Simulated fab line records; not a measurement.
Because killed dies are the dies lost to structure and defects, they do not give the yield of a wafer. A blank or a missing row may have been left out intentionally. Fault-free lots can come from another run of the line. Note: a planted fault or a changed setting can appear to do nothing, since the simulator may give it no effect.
Which tool was responsible? || flow gf180mcu || 15 lots with 45 wafers sampled at 6 steps, on a route of 602 steps

== WHAT THE GAUGES SHOWED, per wafer ==
GF_HV_LDD_OVL_MEAS_20. Usual: HV_LDD_01_OVL -0.4 nm, standard deviation 1.3.
{"lot": "L387", "measured": "day 10 23:11", "on": "overlay-02", "HV_LDD_01_OVL (nm)": "2.2 0.4 1.3", "flag": ""}
{"lot": "L388", "measured": "day 11 10:34", "on": "overlay-02", "HV_LDD_01_OVL (nm)": "-2.1 0.6 -1.1", "flag": ""}
{"lot": "L391", "measured": "day 12 09:16", "on": "overlay-02", "HV_LDD_01_OVL (nm)": "0.2 -0.9 1.3", "flag": ""}
{"lot": "L393", "measured": "day 12 23:55", "on": "overlay-02", "HV_LDD_01_OVL (nm)": "-0.7 -2.0 -0.6", "flag": ""}
{"lot": "L392", "measured": "day 13 00:13", "on": "overlay-01", "HV_LDD_01_OVL (nm)": "-0.7 -0.7 -2.4", "flag": ""}
{"lot": "L394", "measured": "day 13 09:29", "on": "overlay-01", "HV_LDD_01_OVL (nm)": "0.5 1.2 -0.7", "flag": ""}
{"lot": "L395", "measured": "day 13 14:38", "on": "overlay-01", "HV_LDD_01_OVL (nm)": "-0.2 -1.2 -0.2", "flag": ""}
{"lot": "L396", "measured": "day 14 02:10", "on": "overlay-02", "HV_LDD_01_OVL (nm)": "-0.4 -3.5 -2.2", "flag": ""}
{"lot": "L397", "measured": "day 14 06:14", "on": "overlay-01", "HV_LDD_01_OVL (nm)": "-0.5 -1.0 -1.3", "flag": ""}
{"lot": "L403", "measured": "day 16 01:55", "on": "overlay-01", "HV_LDD_01_OVL (nm)": "0.4 -1.3 -0.6", "flag": ""}
{"lot": "L404", "measured": "day 16 08:25", "on": "overlay-02", "HV_LDD_01_OVL (nm)": "1.1 -2.1 -0.1", "flag": ""}
{"lot": "L405", "measured": "day 16 17:52", "on": "overlay-01", "HV_LDD_01_OVL (nm)": "-0.8 -0.6 0.2", "flag": ""}
{"lot": "L407", "measured": "day 17 14:16", "on": "overlay-01", "HV_LDD_01_OVL (nm)": "0.3 2.1 2.3", "flag": ""}
{"lot": "L408", "measured": "day 17 20:01", "on": "overlay-01", "HV_LDD_01_OVL (nm)": "0.8 0.4 -0.1", "flag": ""}
{"lot": "L409", "measured": "day 18 00:52", "on": "overlay-01", "HV_LDD_01_OVL (nm)": "0.8 -1.8 -1.6", "flag": ""}

GF_HV_LDD_TW_MEAS_38. Usual: HV_LDD_3_TW 1432, standard deviation 13.
{"lot": "L387", "measured": "day 11 18:13", "on": "filmMetro-02", "HV_LDD_3_TW": "1449 1449 1445", "flag": ""}
{"lot": "L388", "measured": "day 12 06:03", "on": "filmMetro-03", "HV_LDD_3_TW": "1438 1437 1428", "flag": ""}
{"lot": "L391", "measured": "day 13 05:31", "on": "filmMetro-04", "HV_LDD_3_TW": "1418 1421 1420", "flag": ""}
{"lot": "L393", "measured": "day 13 21:08", "on": "filmMetro-04", "HV_LDD_3_TW": "1417 1424 1428", "flag": ""}
{"lot": "L392", "measured": "day 13 21:22", "on": "filmMetro-04", "HV_LDD_3_TW": "1425 1422 1423", "flag": ""}
{"lot": "L394", "measured": "day 14 06:51", "on": "filmMetro-04", "HV_LDD_3_TW": "1296 1304 1298", "flag": "OFF"}
{"lot": "L395", "measured": "day 14 12:16", "on": "filmMetro-04", "HV_LDD_3_TW": "1299 1300 1295", "flag": "OFF"}
{"lot": "L396", "measured": "day 14 23:40", "on": "filmMetro-02", "HV_LDD_3_TW": "1316 1322 1319", "flag": "OFF"}
{"lot": "L397", "measured": "day 15 04:33", "on": "filmMetro-04", "HV_LDD_3_TW": "1412 1428 1427", "flag": ""}
{"lot": "L403", "measured": "day 17 01:00", "on": "filmMetro-04", "HV_LDD_3_TW": "1410 1409 1409", "flag": ""}
{"lot": "L404", "measured": "day 17 08:09", "on": "filmMetro-02", "HV_LDD_3_TW": "1435 1435 1430", "flag": ""}
{"lot": "L405", "measured": "day 17 17:51", "on": "filmMetro-04", "HV_LDD_3_TW": "1408 1409 1417", "flag": ""}
{"lot": "L407", "measured": "day 18 14:19", "on": "filmMetro-02", "HV_LDD_3_TW": "1439 1439 1435", "flag": ""}
{"lot": "L408", "measured": "day 18 20:57", "on": "filmMetro-02", "HV_LDD_3_TW": "1438 1434 1438", "flag": ""}
{"lot": "L409", "measured": "day 19 02:10", "on": "filmMetro-03", "HV_LDD_3_TW": "1446 1442 1439", "flag": ""}

GF_HV_LDD_OVL_MEAS_47. Usual: HV_LDD_03_OVL -0.9 nm, standard deviation 1.5.
{"lot": "L387", "measured": "day 12 13:34", "on": "overlay-02", "HV_LDD_03_OVL (nm)": "-2.5 -0.5 -3.0", "flag": ""}
{"lot": "L388", "measured": "day 13 01:16", "on": "overlay-02", "HV_LDD_03_OVL (nm)": "1.1 -0.5 -1.5", "flag": ""}
{"lot": "L391", "measured": "day 14 01:40", "on": "overlay-02", "HV_LDD_03_OVL (nm)": "-1.1 -1.7 -1.2", "flag": ""}
{"lot": "L393", "measured": "day 14 18:01", "on": "overlay-02", "HV_LDD_03_OVL (nm)": "-2.1 1.5 -1.5", "flag": ""}
{"lot": "L392", "measured": "day 14 18:19", "on": "overlay-01", "HV_LDD_03_OVL (nm)": "0.9 -0.5 2.0", "flag": ""}
{"lot": "L394", "measured": "day 15 04:07", "on": "overlay-02", "HV_LDD_03_OVL (nm)": "-2.2 -1.5 -0.3", "flag": ""}
{"lot": "L395", "measured": "day 15 09:43", "on": "overlay-02", "HV_LDD_03_OVL (nm)": "-2.9 -0.1 0.0", "flag": ""}
{"lot": "L396", "measured": "day 15 21:21", "on": "overlay-01", "HV_LDD_03_OVL (nm)": "-1.7 0.4 -2.0", "flag": ""}
{"lot": "L397", "measured": "day 16 02:26", "on": "overlay-02", "HV_LDD_03_OVL (nm)": "-2.1 -0.6 -1.1", "flag": ""}
{"lot": "L403", "measured": "day 17 23:44", "on": "overlay-01", "HV_LDD_03_OVL (nm)": "0.2 -0.7 -2.1", "flag": ""}
{"lot": "L404", "measured": "day 18 07:35", "on": "overlay-02", "HV_LDD_03_OVL (nm)": "0.3 1.3 2.7", "flag": ""}
{"lot": "L405", "measured": "day 18 16:29", "on": "overlay-01", "HV_LDD_03_OVL (nm)": "-1.0 -2.5 -2.3", "flag": ""}
{"lot": "L407", "measured": "day 19 15:07", "on": "overlay-01", "HV_LDD_03_OVL (nm)": "-0.6 -2.5 -1.4", "flag": ""}
{"lot": "L408", "measured": "day 19 21:31", "on": "overlay-01", "HV_LDD_03_OVL (nm)": "1.3 1.3 -2.3", "flag": ""}
{"lot": "L409", "measured": "day 20 02:19", "on": "overlay-01", "HV_LDD_03_OVL (nm)": "-1.0 -3.0 -0.2", "flag": ""}

GF_HV_LDD_RS_MEAS_53: a four-point-probe measurement. Usual: HV_LDD_RS 418.2 ohm/sq, standard deviation 0.86.
{"lot": "L387", "measured": "day 12 14:01", "on": "filmMetro-02", "HV_LDD_RS (ohm/sq)": "419.0 418.1 417.9", "flag": ""}
{"lot": "L388", "measured": "day 13 01:43", "on": "filmMetro-02", "HV_LDD_RS (ohm/sq)": "416.2 418.2 416.7", "flag": ""}
{"lot": "L391", "measured": "day 14 02:08", "on": "filmMetro-04", "HV_LDD_RS (ohm/sq)": "420.1 418.6 419.6", "flag": ""}
{"lot": "L393", "measured": "day 14 18:29", "on": "filmMetro-03", "HV_LDD_RS (ohm/sq)": "418.6 419.8 419.6", "flag": ""}
{"lot": "L392", "measured": "day 14 18:47", "on": "filmMetro-02", "HV_LDD_RS (ohm/sq)": "416.5 416.9 418.2", "flag": ""}
{"lot": "L394", "measured": "day 15 04:36", "on": "filmMetro-02", "HV_LDD_RS (ohm/sq)": "439.0 439.3 439.1", "flag": "OFF"}
{"lot": "L395", "measured": "day 15 10:11", "on": "filmMetro-02", "HV_LDD_RS (ohm/sq)": "439.4 438.9 439.4", "flag": "OFF"}
{"lot": "L396", "measured": "day 15 21:50", "on": "filmMetro-02", "HV_LDD_RS (ohm/sq)": "439.2 439.9 439.4", "flag": "OFF"}
{"lot": "L397", "measured": "day 16 02:55", "on": "filmMetro-04", "HV_LDD_RS (ohm/sq)": "417.7 418.4 417.0", "flag": ""}
{"lot": "L403", "measured": "day 18 00:12", "on": "filmMetro-04", "HV_LDD_RS (ohm/sq)": "419.1 420.0 419.3", "flag": ""}
{"lot": "L404", "measured": "day 18 08:03", "on": "filmMetro-02", "HV_LDD_RS (ohm/sq)": "418.8 418.2 417.9", "flag": ""}
{"lot": "L405", "measured": "day 18 16:57", "on": "filmMetro-03", "HV_LDD_RS (ohm/sq)": "418.0 418.2 417.7", "flag": ""}
{"lot": "L407", "measured": "day 19 15:35", "on": "filmMetro-03", "HV_LDD_RS (ohm/sq)": "418.0 417.6 417.2", "flag": ""}
{"lot": "L408", "measured": "day 19 21:59", "on": "filmMetro-04", "HV_LDD_RS (ohm/sq)": "417.1 418.2 417.1", "flag": ""}
{"lot": "L409", "measured": "day 20 02:46", "on": "filmMetro-03", "HV_LDD_RS (ohm/sq)": "418.2 417.7 418.7", "flag": ""}

== WHAT TOOL EACH LOT RAN ON (gives the tool, then ch and the chambers of the sampled wafers, and finally the start) ==
{"lot": "L387", "GF_HV_LDD_STRIP_22": "plasmaAsher-03 ch 0,1, day 10 23:22", "GF_HV_LDD_IMPLANT_34": "implanter-04 ch 0, day 11 17:40"}
{"lot": "L388", "GF_HV_LDD_STRIP_22": "plasmaAsher-01 ch 0,1, day 11 10:45", "GF_HV_LDD_IMPLANT_34": "implanter-03 ch 0, day 12 05:30"}
{"lot": "L391", "GF_HV_LDD_STRIP_22": "plasmaAsher-04 ch 0,1, day 12 09:27", "GF_HV_LDD_IMPLANT_34": "implanter-04 ch 0, day 13 04:58"}
{"lot": "L393", "GF_HV_LDD_STRIP_22": "plasmaAsher-01 ch 0,1, day 13 00:07", "GF_HV_LDD_IMPLANT_34": "implanter-04 ch 0, day 13 20:35"}
{"lot": "L392", "GF_HV_LDD_STRIP_22": "plasmaAsher-04 ch 0,1, day 13 00:25", "GF_HV_LDD_IMPLANT_34": "implanter-02 ch 0, day 13 20:49"}
{"lot": "L394", "GF_HV_LDD_STRIP_22": "plasmaAsher-03 ch 0,1, day 13 09:40", "GF_HV_LDD_IMPLANT_34": "implanter-03, day 14 06:19"}
{"lot": "L395", "GF_HV_LDD_STRIP_22": "plasmaAsher-03 ch 0,1, day 13 14:49", "GF_HV_LDD_IMPLANT_34": "implanter-03, day 14 11:44"}
{"lot": "L396", "GF_HV_LDD_STRIP_22": "plasmaAsher-03 ch 0,1, day 14 02:22", "GF_HV_LDD_IMPLANT_34": "implanter-04, day 14 23:07"}
{"lot": "L397", "GF_HV_LDD_STRIP_22": "plasmaAsher-03 ch 0, day 14 06:25", "GF_HV_LDD_IMPLANT_34": "implanter-02 ch 0, day 15 04:01"}
{"lot": "L403", "GF_HV_LDD_STRIP_22": "plasmaAsher-03 ch 0,1, day 16 02:05", "GF_HV_LDD_IMPLANT_34": "implanter-03 ch 0, day 17 00:28"}
{"lot": "L404", "GF_HV_LDD_STRIP_22": "plasmaAsher-03 ch 0,1, day 16 08:35", "GF_HV_LDD_IMPLANT_34": "implanter-02 ch 0, day 17 07:37"}
{"lot": "L405", "GF_HV_LDD_STRIP_22": "plasmaAsher-04 ch 0,1, day 16 18:02", "GF_HV_LDD_IMPLANT_34": "implanter-04 ch 0, day 17 17:19"}
{"lot": "L407", "GF_HV_LDD_STRIP_22": "plasmaAsher-04 ch 0,1, day 17 14:28", "GF_HV_LDD_IMPLANT_34": "implanter-04 ch 0, day 18 13:46"}
{"lot": "L408", "GF_HV_LDD_STRIP_22": "plasmaAsher-01 ch 0,1, day 17 20:11", "GF_HV_LDD_IMPLANT_34": "implanter-02 ch 0, day 18 20:25"}
{"lot": "L409", "GF_HV_LDD_STRIP_22": "plasmaAsher-04 ch 0,1, day 18 01:02", "GF_HV_LDD_IMPLANT_34": "implanter-04 ch 0, day 19 01:37"}
- GF_HV_LDD_STRIP_22: strips in O2/N2.
- GF_HV_LDD_IMPLANT_34

== AS READ BY THE TOOLS THEMSELVES (means over the sampled wafers that have a number; for cases with no such wafer, the mark the record gives instead) ==
GF_HV_LDD_STRIP_22. Usual: drypumpMotorCurrentA 6.28 A, standard deviation 0.2; heaterPowerW 354 W, standard deviation 29; oesProductAu 0.716 a.u., standard deviation 0.0042; stripTimeToEndpointS 12.64 s, standard deviation 0.039.
{"lot": "L387", "tool": "plasmaAsher-03", "drypumpMotorCurrentA (A)": 6.15, "heaterPowerW (W)": 322, "oesProductAu (a.u.)": 0.717, "stripTimeToEndpointS (s)": 12.63, "flag": ""}
{"lot": "L388", "tool": "plasmaAsher-01", "drypumpMotorCurrentA (A)": 6.54, "heaterPowerW (W)": 362, "oesProductAu (a.u.)": 0.719, "stripTimeToEndpointS (s)": 12.66, "flag": ""}
{"lot": "L391", "tool": "plasmaAsher-04", "drypumpMotorCurrentA (A)": 6.30, "heaterPowerW (W)": 369, "oesProductAu (a.u.)": 0.713, "stripTimeToEndpointS (s)": 12.65, "flag": ""}
{"lot": "L393", "tool": "plasmaAsher-01", "drypumpMotorCurrentA (A)": 6.53, "heaterPowerW (W)": 358, "oesProductAu (a.u.)": 0.718, "stripTimeToEndpointS (s)": 12.65, "flag": ""}
{"lot": "L392", "tool": "plasmaAsher-04", "drypumpMotorCurrentA (A)": 6.29, "heaterPowerW (W)": 371, "oesProductAu (a.u.)": 0.717, "stripTimeToEndpointS (s)": 12.62, "flag": ""}
{"lot": "L394", "tool": "plasmaAsher-03", "drypumpMotorCurrentA (A)": 6.16, "heaterPowerW (W)": 320, "oesProductAu (a.u.)": 0.720, "stripTimeToEndpointS (s)": 12.64, "flag": ""}
{"lot": "L395", "tool": "plasmaAsher-03", "drypumpMotorCurrentA (A)": 6.04, "heaterPowerW (W)": 344, "oesProductAu (a.u.)": 0.716, "stripTimeToEndpointS (s)": 12.71, "flag": ""}
{"lot": "L396", "tool": "plasmaAsher-03", "drypumpMotorCurrentA (A)": 6.04, "heaterPowerW (W)": 338, "oesProductAu (a.u.)": 0.712, "stripTimeToEndpointS (s)": 12.68, "flag": ""}
{"lot": "L397", "tool": "plasmaAsher-03", "drypumpMotorCurrentA (A)": 5.94, "heaterPowerW (W)": 365, "oesProductAu (a.u.)": 0.712, "stripTimeToEndpointS (s)": 12.66, "flag": ""}
{"lot": "L403", "tool": "plasmaAsher-03", "drypumpMotorCurrentA (A)": 6.05, "heaterPowerW (W)": 341, "oesProductAu (a.u.)": 0.715, "stripTimeToEndpointS (s)": 12.67, "flag": ""}
{"lot": "L404", "tool": "plasmaAsher-03", "drypumpMotorCurrentA (A)": 6.03, "heaterPowerW (W)": 345, "oesProductAu (a.u.)": 0.717, "stripTimeToEndpointS (s)": 12.59, "flag": ""}
{"lot": "L405", "tool": "plasmaAsher-04", "drypumpMotorCurrentA (A)": 6.28, "heaterPowerW (W)": 366, "oesProductAu (a.u.)": 0.715, "stripTimeToEndpointS (s)": 12.61, "flag": ""}
{"lot": "L407", "tool": "plasmaAsher-04", "drypumpMotorCurrentA (A)": 6.30, "heaterPowerW (W)": 369, "oesProductAu (a.u.)": 0.719, "stripTimeToEndpointS (s)": 12.60, "flag": ""}
{"lot": "L408", "tool": "plasmaAsher-01", "drypumpMotorCurrentA (A)": 6.53, "heaterPowerW (W)": 366, "oesProductAu (a.u.)": 0.716, "stripTimeToEndpointS (s)": 12.58, "flag": ""}
{"lot": "L409", "tool": "plasmaAsher-04", "drypumpMotorCurrentA (A)": 6.30, "heaterPowerW (W)": 378, "oesProductAu (a.u.)": 0.714, "stripTimeToEndpointS (s)": 12.66, "flag": ""}

GF_HV_LDD_IMPLANT_34. Usual: beamEnergyKeV 60.000, standard deviation 0.019; beamOnS 10.00 s, standard deviation 0.2.
{"lot": "L387", "tool": "implanter-04", "beamEnergyKeV": 60.023, "beamOnS (s)": 10.06, "flag": ""}
{"lot": "L388", "tool": "implanter-03", "beamEnergyKeV": 59.996, "beamOnS (s)": 10.00, "flag": ""}
{"lot": "L391", "tool": "implanter-04", "beamEnergyKeV": 60.010, "beamOnS (s)": 10.07, "flag": ""}
{"lot": "L393", "tool": "implanter-04", "beamEnergyKeV": 60.014, "beamOnS (s)": 9.92, "flag": ""}
{"lot": "L392", "tool": "implanter-02", "beamEnergyKeV": 60.011, "beamOnS (s)": 10.13, "flag": ""}
{"lot": "L394", "tool": "implanter-03", "beamEnergyKeV": "-", "beamOnS (s)": "-", "flag": "OFF"}
{"lot": "L395", "tool": "implanter-03", "beamEnergyKeV": "-", "beamOnS (s)": "-", "flag": "OFF"}
{"lot": "L396", "tool": "implanter-04", "beamEnergyKeV": "-", "beamOnS (s)": "-", "flag": "OFF"}
{"lot": "L397", "tool": "implanter-02", "beamEnergyKeV": 59.997, "beamOnS (s)": 10.17, "flag": ""}
{"lot": "L403", "tool": "implanter-03", "beamEnergyKeV": 59.974, "beamOnS (s)": 9.93, "flag": ""}
{"lot": "L404", "tool": "implanter-02", "beamEnergyKeV": 60.008, "beamOnS (s)": 9.95, "flag": ""}
{"lot": "L405", "tool": "implanter-04", "beamEnergyKeV": 60.005, "beamOnS (s)": 10.08, "flag": ""}
{"lot": "L407", "tool": "implanter-04", "beamEnergyKeV": 59.987, "beamOnS (s)": 10.01, "flag": ""}
{"lot": "L408", "tool": "implanter-02", "beamEnergyKeV": 60.015, "beamOnS (s)": 10.15, "flag": ""}
{"lot": "L409", "tool": "implanter-04", "beamEnergyKeV": 60.005, "beamOnS (s)": 9.88, "flag": ""}

== THE ANSWER, worked out from the rows above alone ==
Rule: a lot is off if the mean of its wafers that have a number lies more than 3 standard deviations from the usual mean. Also off: a lot with no number at a reading for which 4 or more lots have one. All remaining lots with rows at the step are treated as sound. After the gauges, taken in route order, come the tools' own readings; for these a lot's mean is taken, as printed above. The first step at which some lot is off is used, and at that step the reading that is off furthest; a lot without a number counts as furthest.
Off: L394, L395, L396, seen at GF_HV_LDD_TW_MEAS_38 (HV_LDD_3_TW).
If a tool, at a process step before that reading, ran all the lots that are off and no sound lot after the first of them, it fits. The gauges at GF_HV_LDD_TW_MEAS_38 aren't tried: what is off there is off at GF_HV_LDD_IMPLANT_34 too, on other tools, and a gauge's error can't cause that. No candidate that was tried fits.

== WHAT THE SIMULATOR PUT IN ==
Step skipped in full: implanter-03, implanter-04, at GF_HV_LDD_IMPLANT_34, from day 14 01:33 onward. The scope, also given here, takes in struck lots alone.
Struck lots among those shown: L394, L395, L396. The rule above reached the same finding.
